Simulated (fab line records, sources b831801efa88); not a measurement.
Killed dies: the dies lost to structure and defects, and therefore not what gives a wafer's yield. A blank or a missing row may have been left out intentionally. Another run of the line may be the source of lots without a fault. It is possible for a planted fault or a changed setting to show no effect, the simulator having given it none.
fab line records ; flow sky130
record: lots: 7; wafers: 21; last-day: 50
route steps=708 shown NWELL@63 PAD_OPEN@708
lots untouched by any fault: they come from a run of this same line in which no faults occurred
start-h: hours from the record's first day to the start of the lot's first wafer shown ; wait-h: how many hours have passed since the lot's step before this one ; " repeats the value in the row above ; L1.1+2: several wafers, shown together as one row ; - either no value or no given start ; * or withheld: withheld ; < > ~ a bound
route shown NAME@n: NAME is a module with steps in the file, n the number in the route of the first one ; usual: the fault-free wafers' mean and standard deviation ; same: alike in all rows ; chamber/n: place in a boat ; sites: the reading at each site ; _std_site: standard deviation across them ; _edge_site: inner sites' mean taken away from outer sites' mean ; radius-mm: for every site, how far away it sits from the centre of the wafer ; mask NAME#n: copy n ; behind: the tool/chamber that last shaped the wafer ; hold: cause of the lot's hold/its duration in hours/its outcome ; device: names the non-switching transistor (n, p or np) ; end of line: the route-end tests of the same wafers ; where a step has no rows: the recipe by itself ; killed: at the first sort, the dies lost to defects and structure; wafer yield is something else ; map: shows each die of a wafer: x if killed, . if not, _ if none is there
set.NAME: the run value of the setting; set.NAME@STEP: its run value at that earlier step ; model.NAME: the simulator's own value behind a step, which no gauge read
a table for each step, a row for each wafer; lots at some steps of the route
services: the hour from which a tool's chamber was out of use, counted from the record's first day as start-h (under 0 if before that day), plus the number of hours and why
== steps ==
step: SKY_NWELL_OVL_MEAS_10
usual: NWELL_00_OVL: 0.4/1.5
lot.wafer;tool;chamber;start-h;wait-h;NWELL_00_OVL[nm]
L267.1;overlay-02;-;96.14;-;0.4
L267.3;overlay-02;-;96.14;-;0.1
L267.5;overlay-02;-;96.14;-;-2.5
L274.1;overlay-02;-;140.96;-;-1.0
L274.2;overlay-02;-;140.96;-;0.5
L274.6;overlay-02;-;140.96;-;-0.6
L282.1;overlay-01;-;185.21;-;-0.1
L282.4;overlay-01;-;185.21;-;2.1
L282.6;overlay-01;-;185.21;-;-0.5
L283.1;overlay-02;-;189.59;-;-0.1
L283.3;overlay-02;-;189.59;-;-1.3
L283.6;overlay-02;-;189.59;-;-0.3
L284.1;overlay-01;-;198.34;-;2.5
L284.3;overlay-01;-;198.34;-;1.6
L284.5;overlay-01;-;198.34;-;1.4
L287.2;overlay-02;-;210.62;-;1.3
L287.5;overlay-02;-;210.62;-;1.5
L287.6;overlay-02;-;210.62;-;1.5
L288.1;overlay-01;-;218.61;-;-2.1
L288.4;overlay-01;-;218.61;-;1.0
L288.5;overlay-01;-;218.61;-;-2.1
step: SKY_NWELL_IMPLANT_11
recipe: species: P; energy-kev: 400; dose-cm2: 1.9e+13; tilt-deg: withheld
step: SKY_NWELL_IMPLANT_12
recipe: species: P; energy-kev: 120; dose-cm2: 1.3e+12; tilt-deg: withheld
step: SKY_NWELL_IMPLANT_13
recipe: species: P; energy-kev: 50; dose-cm2: 7e+11; tilt-deg: withheld
step: SKY_NWELL_STRIP_14
recipe: chemistry: O2/N2; power-w: 1400; pressure-mtorr: 1500; platen-temp-c: withheld; o2-flow-sccm: 3000; n2-flow-sccm: 300; overash-fraction: 0.5
usual: drypump-motor-current-A: 5.6/0.68; oes-product-au: 0.722/0.0049; strip-time-to-endpoint-s: 36.94/0.1
lot.wafer;tool;chamber;start-h;wait-h;drypump-motor-current-A;oes-product-au;rf-hours-counter-h;strip-time-to-endpoint-s
L267.1;plasma-asher-02;0;96.62;0.1;5.8;0.719;41;36.85
L267.3;plasma-asher-02;0;96.62;0.1;5.8;0.723;-;36.86
L267.5;plasma-asher-02;1;96.62;0.1;6.4;0.718;-;36.82
L274.1;plasma-asher-01;1;141.45;0.1;5.0;0.725;48;36.72
L274.2;plasma-asher-01;0;141.45;0.1;4.9;0.720;48;36.68
L274.6;plasma-asher-01;0;141.45;0.1;4.8;0.714;-;36.64
L282.1;plasma-asher-02;1;185.70;0.1;6.5;0.715;49;36.86
L282.4;plasma-asher-02;0;185.70;0.1;5.8;0.718;-;36.98
L282.6;plasma-asher-02;1;185.70;0.1;6.5;0.716;-;37.00
L283.1;plasma-asher-02;0;190.07;0.1;5.8;0.732;49;36.96
L283.3;plasma-asher-02;1;190.07;0.1;6.4;0.725;-;36.92
L283.6;plasma-asher-02;0;190.07;0.1;5.8;0.728;-;36.93
L284.1;plasma-asher-02;1;198.82;0.1;6.5;0.723;50;37.13
L284.3;plasma-asher-02;0;198.82;0.1;5.8;0.727;-;36.98
L284.5;plasma-asher-02;1;198.82;0.1;6.5;0.719;-;37.08
L287.2;plasma-asher-04;0;211.10;0.1;6.4;0.723;9;37.03
L287.5;plasma-asher-04;1;211.10;0.1;4.9;0.726;-;37.08
L287.6;plasma-asher-04;0;211.10;0.1;6.3;0.721;-;37.03
L288.1;plasma-asher-02;1;219.10;0.1;6.4;0.723;52;36.92
L288.4;plasma-asher-02;0;219.10;0.1;5.8;0.728;-;36.89
L288.5;plasma-asher-02;1;219.10;0.1;6.4;0.731;-;36.87
step: SKY_NWELL_TW_MEAS_15
usual: NWELL_TW: 1818/10
lot.wafer;tool;chamber;start-h;wait-h;NWELL_TW
L267.1;film-metro-01;-;96.72;0.1;1826
L267.3;film-metro-01;-;96.72;0.1;1829
L267.5;film-metro-01;-;96.72;0.1;1831
L274.1;film-metro-04;-;141.55;0.1;1815
L274.2;film-metro-04;-;141.55;0.1;1806
L274.6;film-metro-04;-;141.55;0.1;1805
L282.1;film-metro-03;-;185.80;0.1;1817
L282.4;film-metro-03;-;185.80;0.1;1818
L282.6;film-metro-03;-;185.80;0.1;1831
L283.1;film-metro-01;-;190.17;0.1;1817
L283.3;film-metro-01;-;190.17;0.1;1829
L283.6;film-metro-01;-;190.17;0.1;1825
L284.1;film-metro-03;-;198.92;0.1;1835
L284.3;film-metro-03;-;198.92;0.1;1832
L284.5;film-metro-03;-;198.92;0.1;1836
L287.2;film-metro-04;-;211.21;0.1;1805
L287.5;film-metro-04;-;211.21;0.1;1803
L287.6;film-metro-04;-;211.21;0.1;1796
L288.1;film-metro-01;-;219.20;0.1;1823
L288.4;film-metro-01;-;219.20;0.1;1811
L288.5;film-metro-01;-;219.20;0.1;1811
step: SKY_NWELL_DEHYDRATE_16
recipe: temp-c: 200; time-s: 60
step: SKY_NWELL_HMDS_17
recipe: prime-time-s: 60; prime-temp-c: 120
step: SKY_NWELL_COAT_18
recipe: spin-rpm: 2000; resist-thk-nm: 3000
step: SKY_NWELL_SOFTBAKE_19
recipe: temp-c: 110; time-s: withheld
step: SKY_NWELL_EXPOSE_20
recipe: mask-id: NWM_COMPLEMENT; na: 0.6; source-shape: conventional; sigma-outer: 0.6; polarization: unpolarized; target-cd-nm: 840; dose-mj: 260
step: SKY_NWELL_PEB_21
recipe: temp-c: 115; time-s: withheld
step: SKY_NWELL_DEVELOP_22
recipe: wall-angle-deg: 90; developer: TMAH; develop-time-s: 60; dev-temp-c: 23
usual: developer-temp-C: 23.01/0.12; resist-line-temp-C: 22.99/0.12
same: develop-time-s: 60
lot.wafer;tool;chamber;start-h;wait-h;developer-temp-C;resist-line-temp-C
L267.1;litho-track-03;0;115;-;23.05;23.10
L267.3;litho-track-03;0;115;-;23.03;23.08
L267.5;litho-track-03;0;115;-;22.94;23.08
L274.1;litho-track-01;0;160;-;23.15;23.04
L274.2;litho-track-01;0;160;-;23.01;22.97
L274.6;litho-track-01;0;160;-;23.14;23.06
L282.1;litho-track-03;0;206;-;25.08;23.05
L282.4;litho-track-03;0;206;-;25.25;22.87
L282.6;litho-track-03;0;206;-;25.27;23.04
L283.1;litho-track-03;0;210;-;25.58;23.16
L283.3;litho-track-03;0;210;-;25.40;23.18
L283.6;litho-track-03;0;210;-;25.59;23.20
L284.1;litho-track-03;0;219;-;25.25;22.99
L284.3;litho-track-03;0;219;-;25.47;22.94
L284.5;litho-track-03;0;219;-;25.28;23.03
L287.2;litho-track-04;0;233;-;23.01;22.95
L287.5;litho-track-04;0;233;-;23.04;22.86
L287.6;litho-track-04;0;233;-;23.04;23.02
L288.1;litho-track-04;0;241;-;22.77;23.21
L288.4;litho-track-04;0;241;-;22.82;23.14
L288.5;litho-track-04;0;241;-;22.82;23.16
step: SKY_NWELL_OVL_MEAS_23
usual: NWELL_01_OVL: 0.7/1.2
lot.wafer;tool;chamber;start-h;wait-h;NWELL_01_OVL[nm]
L267.1;overlay-01;-;115.16;-;1.3
L267.3;overlay-01;-;115.16;-;1.7
L267.5;overlay-01;-;115.16;-;2.5
L274.1;overlay-01;-;160.69;-;1.8
L274.2;overlay-01;-;160.69;-;2.7
L274.6;overlay-01;-;160.69;-;1.4
L282.1;overlay-01;-;206.16;-;1.1
L282.4;overlay-01;-;206.16;-;1.6
L282.6;overlay-01;-;206.16;-;0.5
L283.1;overlay-01;-;210.76;-;-1.0
L283.3;overlay-01;-;210.76;-;1.4
L283.6;overlay-01;-;210.76;-;0.8
L284.1;overlay-02;-;219.36;-;1.4
L284.3;overlay-02;-;219.36;-;-0.4
L284.5;overlay-02;-;219.36;-;1.3
L287.2;overlay-02;-;233.47;-;2.1
L287.5;overlay-02;-;233.47;-;-1.2
L287.6;overlay-02;-;233.47;-;0.0
L288.1;overlay-01;-;241.96;-;2.7
L288.4;overlay-01;-;241.96;-;1.9
L288.5;overlay-01;-;241.96;-;1.3
step: SKY_PAD_OPEN_PROBE_99
usual: killed_at_M0_to_M3: 42/7.6; killed_at_M4_up: 3.4/2; killed-at-contacts: 24/5.9; killed-at-front-end: 16/4.5; killed-at-other: 0.4/0.58; killed-dies: 86/10; killed-open: 47/7.6; killed-short: 39/6.7
same: gross-dies: 492; killed-at-back-side: 0
lot.wafer;tool;chamber;start-h;wait-h;killed_at_M0_to_M3;killed_at_M4_up;killed-at-contacts;killed-at-front-end;killed-at-other;killed-dies;killed-open;killed-short
L267.1;prober-02;-;1087.28;0.1;50;3;17;25;1;96;44;49
L267.3;prober-02;-;1087.38;0.2;33;2;36;17;0;88;54;33
L267.5;prober-02;-;1087.48;0.2;50;4;24;17;0;95;53;40
L274.1;prober-02;-;1131.87;0.1;48;5;28;10;0;91;58;33
L274.2;prober-02;-;1131.92;0.1;44;4;25;14;1;88;55;31
L274.6;prober-02;-;1132.12;0.2;41;3;26;27;1;98;54;43
L282.1;prober-02;-;1173.68;0.1;41;4;23;16;0;84;50;33
L282.4;prober-02;-;1173.83;0.2;47;5;28;11;1;92;44;46
L282.6;prober-02;-;1173.93;0.2;42;11;30;16;0;99;48;51
L284.1;prober-02;-;1183.08;0.1;35;0;18;15;0;68;34;34
L284.3;prober-02;-;1183.18;0.2;37;0;14;25;0;76;40;36
L284.5;prober-02;-;1183.28;0.2;28;2;16;22;0;68;38;30
L288.1;prober-02;-;1200.87;1.9;50;1;17;10;0;78;42;36
L288.4;prober-02;-;1201.02;2.0;33;5;40;14;0;92;48;44
L288.5;prober-02;-;1201.07;2.1;42;1;19;13;0;75;45;30
killed by level:class
L267.1 VIA1:geometric-particle:open=12 FIELD_ISO:geometric-particle:short=7 METAL2:geometric-particle:short=7 VIA2:geometric-particle:open=6 LOCAL_INTERCONNECT:geometric-particle:short=5 CONTACT:geometric-particle:open=5 METAL1:geometric-particle:short=5 VIA3:geometric-particle:short=5
L267.3 CONTACT:geometric-particle:open=19 VIA1:geometric-particle:open=9 LI_CONTACT:geometric-particle:open=7 FIELD_ISO:geometric-particle:short=5 VIA3:geometric-particle:short=5 FIELD_ISO:geometric-particle:open=4 LI_CONTACT:geometric-particle:short=4 LOCAL_INTERCONNECT:geometric-particle:short=3
L267.5 VIA1:geometric-particle:open=14 CONTACT:geometric-particle:open=7 CONTACT:geometric-particle:short=6 POLY_GATE:geometric-particle:short=6 LI_CONTACT:geometric-particle:open=6 VIA3:geometric-particle:open=6 METAL1:geometric-particle:short=5 VIA1:geometric-particle:short=5
L274.1 VIA1:geometric-particle:open=11 VIA3:geometric-particle:open=11 LI_CONTACT:geometric-particle:open=10 CONTACT:geometric-particle:open=8 VIA2:geometric-particle:open=8 VIA2:geometric-particle:short=6 POLY_GATE:geometric-particle:short=4 CONTACT:geometric-particle:short=4
L274.2 VIA1:geometric-particle:open=16 CONTACT:geometric-particle:open=11 LI_CONTACT:geometric-particle:open=7 METAL2:geometric-particle:short=6 CONTACT:geometric-particle:short=5 VIA1:geometric-particle:short=5 VIA3:geometric-particle:open=5 FIELD_ISO:geometric-particle:open=4
L274.6 LI_CONTACT:geometric-particle:open=13 VIA1:geometric-particle:open=9 POLY_GATE:geometric-particle:short=8 VIA3:geometric-particle:open=7 CONTACT:geometric-particle:open=6 METAL1:geometric-particle:short=6 VIA1:geometric-particle:short=6 FIELD_ISO:geometric-particle:short=5
L282.1 VIA1:geometric-particle:open=11 LI_CONTACT:geometric-particle:open=9 CONTACT:geometric-particle:open=8 METAL2:geometric-particle:short=6 VIA2:geometric-particle:open=6 METAL1:geometric-particle:short=5 POLY_GATE:geometric-particle:open=5 POLY_GATE:geometric-particle:short=5
L282.4 METAL2:geometric-particle:short=10 CONTACT:geometric-particle:open=8 VIA1:geometric-particle:open=8 LI_CONTACT:geometric-particle:open=7 LOCAL_INTERCONNECT:geometric-particle:short=7 VIA1:geometric-particle:short=6 VIA3:geometric-particle:short=5 METAL2:geometric-particle:open=4
L282.6 CONTACT:geometric-particle:open=11 VIA2:geometric-particle:open=9 METAL4:geometric-particle:short=7 POLY_GATE:geometric-particle:short=6 LI_CONTACT:geometric-particle:open=6 CONTACT:geometric-particle:short=6 VIA1:geometric-particle:open=6 LI_CONTACT:geometric-particle:short=5
L284.1 VIA1:geometric-particle:open=10 POLY_GATE:geometric-particle:short=5 LOCAL_INTERCONNECT:geometric-particle:short=5 METAL1:geometric-particle:short=5 FIELD_ISO:geometric-particle:open=4 LI_CONTACT:geometric-particle:open=4 VIA3:geometric-particle:open=4 VIA1:geometric-particle:short=4
L284.3 VIA1:geometric-particle:open=8 POLY_GATE:geometric-particle:short=6 FIELD_ISO:geometric-particle:short=5 FIELD_ISO:geometric-particle:open=5 POLY_GATE:geometric-particle:open=5 METAL2:geometric-particle:open=5 VIA3:geometric-particle:short=4 CONTACT:geometric-particle:open=4
L284.5 VIA2:geometric-particle:open=7 POLY_GATE:geometric-particle:open=6 LI_CONTACT:geometric-particle:open=6 CONTACT:geometric-particle:open=5 SPACER:geometric-particle:short=4 VIA1:geometric-particle:open=4 VIA3:geometric-particle:short=4 FIELD_ISO:geometric-particle:open=3
L288.1 VIA3:geometric-particle:open=9 CONTACT:geometric-particle:open=9 VIA1:geometric-particle:open=8 METAL2:geometric-particle:short=7 VIA2:geometric-particle:short=5 LOCAL_INTERCONNECT:geometric-particle:short=4 VIA1:geometric-particle:short=4 METAL1:geometric-particle:short=4
L288.4 CONTACT:geometric-particle:open=16 LOCAL_INTERCONNECT:geometric-particle:short=8 VIA1:geometric-particle:open=8 FIELD_ISO:geometric-particle:short=7 CONTACT:geometric-particle:short=6 LI_CONTACT:geometric-particle:open=5 VIA2:geometric-particle:open=5 METAL4:geometric-particle:short=4
L288.5 VIA1:geometric-particle:open=11 CONTACT:geometric-particle:open=10 VIA3:geometric-particle:open=8 VIA2:geometric-particle:open=6 METAL3:geometric-particle:short=5 LI_CONTACT:geometric-particle:open=4 VIA1:geometric-particle:short=4 FIELD_ISO:geometric-particle:open=3
== services ==
tool;chamber;start-h;hours;kind
plasma-asher-04;-;108.75;9.0;pm
plasma-asher-04;0;108.75;9.0;vent-cycle
plasma-asher-04;1;108.75;9.0;vent-cycle
plasma-asher-04;0;117.75;-;clean
plasma-asher-04;1;117.75;-;clean
plasma-asher-04;-;129.69;4.3;repair
plasma-asher-02;-;136.99;0.6;repair
plasma-asher-02;-;139.60;2.8;repair
plasma-asher-02;-;167.38;2.8;pm
plasma-asher-04;-;189.91;2.8;pm
== key ==
first-sign: step: SKY_NWELL_DEVELOP_22; reading: developer-temp-C; direction: up; sigmas: 20; usual: *; struck: *
effect none on later readings
met-at SKY_NWELL_DEVELOP_22
struck-wafers L282.1,L282.4,L282.6,L283.1,L283.3,L283.6,L284.1,L284.3,L284.5
tester-left-out L282,L283,L284
onset-between 115 206
fault: kind: process-parameter-drift; tool: litho-track-03; chamber: -; onset-h: 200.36; steps: SKY_NWELL_DEVELOP_22; channel: dev-temp-c; offset: *; shape: step; end-h: 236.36; acts-in: *; stated: *
tester-left-out: of these lots the tester's yield and bins aren't shown, on N5 and GAA mostly nor the transistor test; their killed dies are dies lost to structure and defects alone, not to doping, threshold or leakage, so they don't give the yield
